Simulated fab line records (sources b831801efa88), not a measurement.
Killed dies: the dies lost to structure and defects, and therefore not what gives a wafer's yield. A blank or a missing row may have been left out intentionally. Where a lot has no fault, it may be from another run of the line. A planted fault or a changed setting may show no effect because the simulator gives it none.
The tool behind it: which one? || flow sky130 || 45 wafers from 15 lots sampled at 5 of the route's 708 steps

WHAT EACH GAUGE READ, for each wafer
SKY_FIELD_ISO_THK_MEAS_02.
{"lot": "L266", "measured": "day 1 13:02", "on": "film metro-01", "FIELD_ISO_OXIDATION_00_THK (nm)": "11.34 11.30 11.24"}
{"lot": "L267", "measured": "day 1 16:38", "on": "film metro-03", "FIELD_ISO_OXIDATION_00_THK (nm)": "11.54 11.58 11.68"}
{"lot": "L269", "measured": "day 2 02:40", "on": "film metro-04", "FIELD_ISO_OXIDATION_00_THK (nm)": "11.53 11.59 11.50"}
{"lot": "L270", "measured": "day 2 08:31", "on": "film metro-04", "FIELD_ISO_OXIDATION_00_THK (nm)": "11.48 11.34 11.45"}
{"lot": "L271", "measured": "day 2 12:40", "on": "film metro-01", "FIELD_ISO_OXIDATION_00_THK (nm)": "11.21 11.48 11.71"}
{"lot": "L275", "measured": "day 3 08:38", "on": "film metro-03", "FIELD_ISO_OXIDATION_00_THK (nm)": "11.41 11.36 11.26"}
{"lot": "L277", "measured": "day 3 19:46", "on": "film metro-01", "FIELD_ISO_OXIDATION_00_THK (nm)": "11.17 11.13 11.20"}
{"lot": "L279", "measured": "day 4 04:39", "on": "film metro-04", "FIELD_ISO_OXIDATION_00_THK (nm)": "11.20 11.16 11.06"}
{"lot": "L280", "measured": "day 4 09:38", "on": "film metro-01", "FIELD_ISO_OXIDATION_00_THK (nm)": "11.38 11.22 11.18"}
{"lot": "L281", "measured": "day 4 14:38", "on": "film metro-01", "FIELD_ISO_OXIDATION_00_THK (nm)": "11.01 11.15 11.11"}
{"lot": "L282", "measured": "day 4 19:38", "on": "film metro-01", "FIELD_ISO_OXIDATION_00_THK (nm)": "11.11 11.17 11.18"}
{"lot": "L283", "measured": "day 5 03:36", "on": "film metro-01", "FIELD_ISO_OXIDATION_00_THK (nm)": "11.13 11.51 11.35"}
{"lot": "L284", "measured": "day 5 05:54", "on": "film metro-01", "FIELD_ISO_OXIDATION_00_THK (nm)": "11.17 11.28 11.32"}
{"lot": "L286", "measured": "day 5 15:49", "on": "film metro-03", "FIELD_ISO_OXIDATION_00_THK (nm)": "11.43 11.33 11.60"}
{"lot": "L287", "measured": "day 5 21:10", "on": "film metro-01", "FIELD_ISO_OXIDATION_00_THK (nm)": "11.38 11.37 11.22"}

SKY_LDD_HVP_TW_MEAS_10.
{"lot": "L266", "measured": "day 21 07:53", "on": "film metro-01", "LDD_HVP_TW": "453.6 453.3 451.3"}
{"lot": "L267", "measured": "day 21 23:10", "on": "film metro-04", "LDD_HVP_TW": "456.4 461.0 457.9"}
{"lot": "L269", "measured": "day 22 19:16", "on": "film metro-02", "LDD_HVP_TW": "457.5 459.6 458.3"}
{"lot": "L270", "measured": "day 23 05:42", "on": "film metro-04", "LDD_HVP_TW": "451.2 457.8 454.9"}
{"lot": "L271", "measured": "day 23 12:47", "on": "film metro-04", "LDD_HVP_TW": "457.6 457.9 456.4"}
{"lot": "L275", "measured": "day 24 20:45", "on": "film metro-04", "LDD_HVP_TW": "455.4 454.2 456.5"}
{"lot": "L277", "measured": "day 25 17:51", "on": "film metro-02", "LDD_HVP_TW": "456.2 457.2 457.2"}
{"lot": "L279", "measured": "day 26 09:50", "on": "film metro-01", "LDD_HVP_TW": "455.6 456.8 458.1"}
{"lot": "L280", "measured": "day 26 16:32", "on": "film metro-04", "LDD_HVP_TW": "29.8 29.8 30.0"}
{"lot": "L281", "measured": "day 26 21:39", "on": "film metro-01", "LDD_HVP_TW": "29.9 30.0 29.7"}
{"lot": "L282", "measured": "day 27 08:58", "on": "film metro-04", "LDD_HVP_TW": "29.9 29.9 30.0"}
{"lot": "L283", "measured": "day 27 22:28", "on": "film metro-01", "LDD_HVP_TW": "459.8 456.2 456.1"}
{"lot": "L284", "measured": "day 27 20:53", "on": "film metro-04", "LDD_HVP_TW": "455.7 456.1 458.0"}
{"lot": "L286", "measured": "day 28 17:53", "on": "film metro-01", "LDD_HVP_TW": "454.5 455.4 455.4"}
{"lot": "L287", "measured": "day 28 20:24", "on": "film metro-02", "LDD_HVP_TW": "459.9 461.0 462.1"}

SKY_SD_N_OVL_MEAS_08.
{"lot": "L266", "measured": "day 27 16:04", "on": "overlay-01", "SD_N_OVL (nm)": "2.2 1.6 0.2"}
{"lot": "L267", "measured": "day 28 06:56", "on": "overlay-01", "SD_N_OVL (nm)": "0.5 1.2 0.4"}
{"lot": "L269", "measured": "day 29 00:16", "on": "overlay-01", "SD_N_OVL (nm)": "2.9 3.2 3.3"}
{"lot": "L270", "measured": "day 29 10:09", "on": "overlay-02", "SD_N_OVL (nm)": "-1.6 -0.6 -1.3"}
{"lot": "L271", "measured": "day 29 15:15", "on": "overlay-01", "SD_N_OVL (nm)": "1.9 3.3 2.0"}
{"lot": "L275", "measured": "day 30 23:19", "on": "overlay-02", "SD_N_OVL (nm)": "0.8 -0.9 -0.3"}
{"lot": "L277", "measured": "day 31 18:05", "on": "overlay-01", "SD_N_OVL (nm)": "0.1 0.6 1.6"}
{"lot": "L279", "measured": "day 32 08:58", "on": "overlay-02", "SD_N_OVL (nm)": "1.0 -0.9 -0.1"}
{"lot": "L280", "measured": "day 32 14:31", "on": "overlay-01", "SD_N_OVL (nm)": "1.2 1.3 1.5"}
{"lot": "L281", "measured": "day 32 20:38", "on": "overlay-01", "SD_N_OVL (nm)": "1.4 1.8 1.4"}
{"lot": "L282", "measured": "day 33 09:30", "on": "overlay-02", "SD_N_OVL (nm)": "-0.2 1.0 2.1"}
{"lot": "L283", "measured": "day 33 17:47", "on": "overlay-01", "SD_N_OVL (nm)": "0.2 -0.5 -0.8"}
{"lot": "L284", "measured": "day 33 17:41", "on": "overlay-02", "SD_N_OVL (nm)": "-0.8 -0.9 -1.5"}
{"lot": "L286", "measured": "day 34 13:32", "on": "overlay-02", "SD_N_OVL (nm)": "0.0 0.1 0.5"}
{"lot": "L287", "measured": "day 34 15:49", "on": "overlay-02", "SD_N_OVL (nm)": "0.0 0.7 -0.5"}

EACH LOT AND THE TOOL THAT RAN IT (in order: tool; ch and the chambers of the sampled wafers; start)
{"lot": "L266", "SKY_LDD_HVN_STRIP_09": "plasma asher-04 ch 1, day 20 00:35", "SKY_LDD_HVP_STRIP_09": "plasma asher-01 ch 1, day 21 07:47"}
{"lot": "L267", "SKY_LDD_HVN_STRIP_09": "plasma asher-04 ch 0,1, day 20 12:39", "SKY_LDD_HVP_STRIP_09": "plasma asher-03 ch 0,1, day 21 23:04"}
{"lot": "L269", "SKY_LDD_HVN_STRIP_09": "plasma asher-04 ch 0,1, day 21 12:55", "SKY_LDD_HVP_STRIP_09": "plasma asher-02 ch 0,1, day 22 19:10"}
{"lot": "L270", "SKY_LDD_HVN_STRIP_09": "plasma asher-03 ch 0,1, day 21 22:29", "SKY_LDD_HVP_STRIP_09": "plasma asher-01 ch 0,1, day 23 05:36"}
{"lot": "L271", "SKY_LDD_HVN_STRIP_09": "plasma asher-04 ch 0,1, day 22 06:10", "SKY_LDD_HVP_STRIP_09": "plasma asher-01 ch 0,1, day 23 12:42"}
{"lot": "L275", "SKY_LDD_HVN_STRIP_09": "plasma asher-01 ch 0,1, day 23 14:33", "SKY_LDD_HVP_STRIP_09": "plasma asher-03 ch 0,1, day 24 20:39"}
{"lot": "L277", "SKY_LDD_HVN_STRIP_09": "plasma asher-04 ch 0,1, day 24 12:22", "SKY_LDD_HVP_STRIP_09": "plasma asher-01 ch 0,1, day 25 17:46"}
{"lot": "L279", "SKY_LDD_HVN_STRIP_09": "plasma asher-01 ch 0,1, day 25 04:31", "SKY_LDD_HVP_STRIP_09": "plasma asher-01 ch 0,1, day 26 09:45"}
{"lot": "L280", "SKY_LDD_HVN_STRIP_09": "plasma asher-04 ch 0,1, day 25 10:35", "SKY_LDD_HVP_STRIP_09": "plasma asher-02 ch 0,1, day 26 16:26"}
{"lot": "L281", "SKY_LDD_HVN_STRIP_09": "plasma asher-01 ch 0,1, day 25 16:32", "SKY_LDD_HVP_STRIP_09": "plasma asher-02 ch 0,1, day 26 21:33"}
{"lot": "L282", "SKY_LDD_HVN_STRIP_09": "plasma asher-03 ch 0,1, day 26 03:41", "SKY_LDD_HVP_STRIP_09": "plasma asher-01 ch 0,1, day 27 08:52"}
{"lot": "L283", "SKY_LDD_HVN_STRIP_09": "plasma asher-01 ch 0,1, day 26 17:29", "SKY_LDD_HVP_STRIP_09": "plasma asher-03 ch 0,1, day 27 22:22"}
{"lot": "L284", "SKY_LDD_HVN_STRIP_09": "plasma asher-04 ch 0,1, day 26 17:05", "SKY_LDD_HVP_STRIP_09": "plasma asher-03 ch 0, day 27 20:47"}
{"lot": "L286", "SKY_LDD_HVN_STRIP_09": "plasma asher-03 ch 0,1, day 27 13:01", "SKY_LDD_HVP_STRIP_09": "plasma asher-03 ch 0,1, day 28 17:47"}
{"lot": "L287", "SKY_LDD_HVN_STRIP_09": "plasma asher-04 ch 0,1, day 27 15:46", "SKY_LDD_HVP_STRIP_09": "plasma asher-01 ch 0,1, day 28 20:19"}
- SKY_LDD_HVN_STRIP_09: strips in O2/N2.
- SKY_LDD_HVP_STRIP_09: strips in O2/N2.

AS READ BY THE TOOLS THEMSELVES (means over the sampled wafers that have a number; for cases with no such wafer, the mark the record gives instead)
SKY_LDD_HVN_STRIP_09.
{"lot": "L266", "tool": "plasma asher-04", "chamber pressure mTorr (mTorr)": 1500.4, "drypump motor current A (A)": 6.3, "oes product au (a.u.)": 0.409, "strip time to endpoint s (s)": 4.123}
{"lot": "L267", "tool": "plasma asher-04", "chamber pressure mTorr (mTorr)": 1499.2, "drypump motor current A (A)": 5.8, "oes product au (a.u.)": 0.406, "strip time to endpoint s (s)": 4.132}
{"lot": "L269", "tool": "plasma asher-04", "chamber pressure mTorr (mTorr)": 1500.9, "drypump motor current A (A)": 6.1, "oes product au (a.u.)": 0.408, "strip time to endpoint s (s)": 4.137}
{"lot": "L270", "tool": "plasma asher-03", "chamber pressure mTorr (mTorr)": 1499.6, "drypump motor current A (A)": 5.5, "oes product au (a.u.)": 0.406, "strip time to endpoint s (s)": 4.120}
{"lot": "L271", "tool": "plasma asher-04", "chamber pressure mTorr (mTorr)": 1501.3, "drypump motor current A (A)": 6.1, "oes product au (a.u.)": 0.409, "strip time to endpoint s (s)": 4.127}
{"lot": "L275", "tool": "plasma asher-01", "chamber pressure mTorr (mTorr)": 1499.2, "drypump motor current A (A)": 5.4, "oes product au (a.u.)": 0.408, "strip time to endpoint s (s)": 4.120}
{"lot": "L277", "tool": "plasma asher-04", "chamber pressure mTorr (mTorr)": 1499.5, "drypump motor current A (A)": 6.1, "oes product au (a.u.)": 0.410, "strip time to endpoint s (s)": 4.130}
{"lot": "L279", "tool": "plasma asher-01", "chamber pressure mTorr (mTorr)": 1499.2, "drypump motor current A (A)": 5.5, "oes product au (a.u.)": 0.408, "strip time to endpoint s (s)": 4.130}
{"lot": "L280", "tool": "plasma asher-04", "chamber pressure mTorr (mTorr)": "-", "drypump motor current A (A)": "-", "oes product au (a.u.)": "-", "strip time to endpoint s (s)": "-"}
{"lot": "L281", "tool": "plasma asher-01", "chamber pressure mTorr (mTorr)": "-", "drypump motor current A (A)": "-", "oes product au (a.u.)": "-", "strip time to endpoint s (s)": "-"}
{"lot": "L282", "tool": "plasma asher-03", "chamber pressure mTorr (mTorr)": "-", "drypump motor current A (A)": "-", "oes product au (a.u.)": "-", "strip time to endpoint s (s)": "-"}
{"lot": "L283", "tool": "plasma asher-01", "chamber pressure mTorr (mTorr)": 1500.4, "drypump motor current A (A)": 5.4, "oes product au (a.u.)": 0.409, "strip time to endpoint s (s)": 4.109}
{"lot": "L284", "tool": "plasma asher-04", "chamber pressure mTorr (mTorr)": 1499.6, "drypump motor current A (A)": 5.8, "oes product au (a.u.)": 0.411, "strip time to endpoint s (s)": 4.143}
{"lot": "L286", "tool": "plasma asher-03", "chamber pressure mTorr (mTorr)": 1500.1, "drypump motor current A (A)": 5.4, "oes product au (a.u.)": 0.405, "strip time to endpoint s (s)": 4.125}
{"lot": "L287", "tool": "plasma asher-04", "chamber pressure mTorr (mTorr)": 1498.9, "drypump motor current A (A)": 6.1, "oes product au (a.u.)": 0.409, "strip time to endpoint s (s)": 4.135}

SKY_LDD_HVP_STRIP_09.
{"lot": "L266", "tool": "plasma asher-01", "chamber pressure mTorr (mTorr)": 1499.7, "drypump motor current A (A)": 5.51, "oes product au (a.u.)": 0.407, "strip time to endpoint s (s)": 4.155}
{"lot": "L267", "tool": "plasma asher-03", "chamber pressure mTorr (mTorr)": 1498.8, "drypump motor current A (A)": 5.57, "oes product au (a.u.)": 0.409, "strip time to endpoint s (s)": 4.133}
{"lot": "L269", "tool": "plasma asher-02", "chamber pressure mTorr (mTorr)": 1500.1, "drypump motor current A (A)": 5.85, "oes product au (a.u.)": 0.411, "strip time to endpoint s (s)": 4.139}
{"lot": "L270", "tool": "plasma asher-01", "chamber pressure mTorr (mTorr)": 1499.6, "drypump motor current A (A)": 5.46, "oes product au (a.u.)": 0.410, "strip time to endpoint s (s)": 4.141}
{"lot": "L271", "tool": "plasma asher-01", "chamber pressure mTorr (mTorr)": 1500.2, "drypump motor current A (A)": 5.47, "oes product au (a.u.)": 0.407, "strip time to endpoint s (s)": 4.132}
{"lot": "L275", "tool": "plasma asher-03", "chamber pressure mTorr (mTorr)": 1499.2, "drypump motor current A (A)": 5.56, "oes product au (a.u.)": 0.411, "strip time to endpoint s (s)": 4.137}
{"lot": "L277", "tool": "plasma asher-01", "chamber pressure mTorr (mTorr)": 1500.8, "drypump motor current A (A)": 5.45, "oes product au (a.u.)": 0.410, "strip time to endpoint s (s)": 4.121}
{"lot": "L279", "tool": "plasma asher-01", "chamber pressure mTorr (mTorr)": 1500.3, "drypump motor current A (A)": 5.40, "oes product au (a.u.)": 0.413, "strip time to endpoint s (s)": 4.123}
{"lot": "L280", "tool": "plasma asher-02", "chamber pressure mTorr (mTorr)": 1500.0, "drypump motor current A (A)": 5.54, "oes product au (a.u.)": 0.602, "strip time to endpoint s (s)": 8.957}
{"lot": "L281", "tool": "plasma asher-02", "chamber pressure mTorr (mTorr)": 1499.1, "drypump motor current A (A)": 5.55, "oes product au (a.u.)": 0.601, "strip time to endpoint s (s)": 8.938}
{"lot": "L282", "tool": "plasma asher-01", "chamber pressure mTorr (mTorr)": 1498.4, "drypump motor current A (A)": 5.40, "oes product au (a.u.)": 0.610, "strip time to endpoint s (s)": 8.943}
{"lot": "L283", "tool": "plasma asher-03", "chamber pressure mTorr (mTorr)": 1500.9, "drypump motor current A (A)": 5.57, "oes product au (a.u.)": 0.409, "strip time to endpoint s (s)": 4.152}
{"lot": "L284", "tool": "plasma asher-03", "chamber pressure mTorr (mTorr)": 1499.1, "drypump motor current A (A)": 5.72, "oes product au (a.u.)": 0.406, "strip time to endpoint s (s)": 4.136}
{"lot": "L286", "tool": "plasma asher-03", "chamber pressure mTorr (mTorr)": 1499.8, "drypump motor current A (A)": 5.40, "oes product au (a.u.)": 0.412, "strip time to endpoint s (s)": 4.101}
{"lot": "L287", "tool": "plasma asher-01", "chamber pressure mTorr (mTorr)": 1500.7, "drypump motor current A (A)": 5.40, "oes product au (a.u.)": 0.410, "strip time to endpoint s (s)": 4.135}

THE ANSWER, worked out from the rows above alone
Rule: what is usual is taken from the lots themselves. Put in order of their means at a reading, lots are off if they are a third of the lots or fewer, leave a main group of 4 or more, and stand apart from it by a gap of 3 or more times the standard deviation of the main group's means; of several such gaps the widest counts. A main group is skipped when, at the precision printed for the reading in the tables above, its means are all equal. Also off: a lot with no number at a reading for which 4 or more lots have one. All remaining lots with rows at the step are treated as sound. Order of review: gauges by route order, followed by the tools' own readings, for which a lot's mean as printed above is used. At the first step where some lot is off, the reading lying furthest off is the one used; lots without a number count as furthest.
Off: L280, L281, L282, at SKY_LDD_HVP_TW_MEAS_10 (LDD_HVP_TW). The main group has a mean of 456.7 with a standard deviation of 2.
A tool fits if, at a process step before that reading, it ran every lot that is off, and no sound lot after the first of them. Not tried: the gauges at SKY_LDD_HVP_TW_MEAS_10; whatever is off there is also off at SKY_LDD_HVN_STRIP_09, on other tools, and gauge error can't account for it. No candidate that was tried fits.

WHAT THE SIMULATOR HAD PUT IN
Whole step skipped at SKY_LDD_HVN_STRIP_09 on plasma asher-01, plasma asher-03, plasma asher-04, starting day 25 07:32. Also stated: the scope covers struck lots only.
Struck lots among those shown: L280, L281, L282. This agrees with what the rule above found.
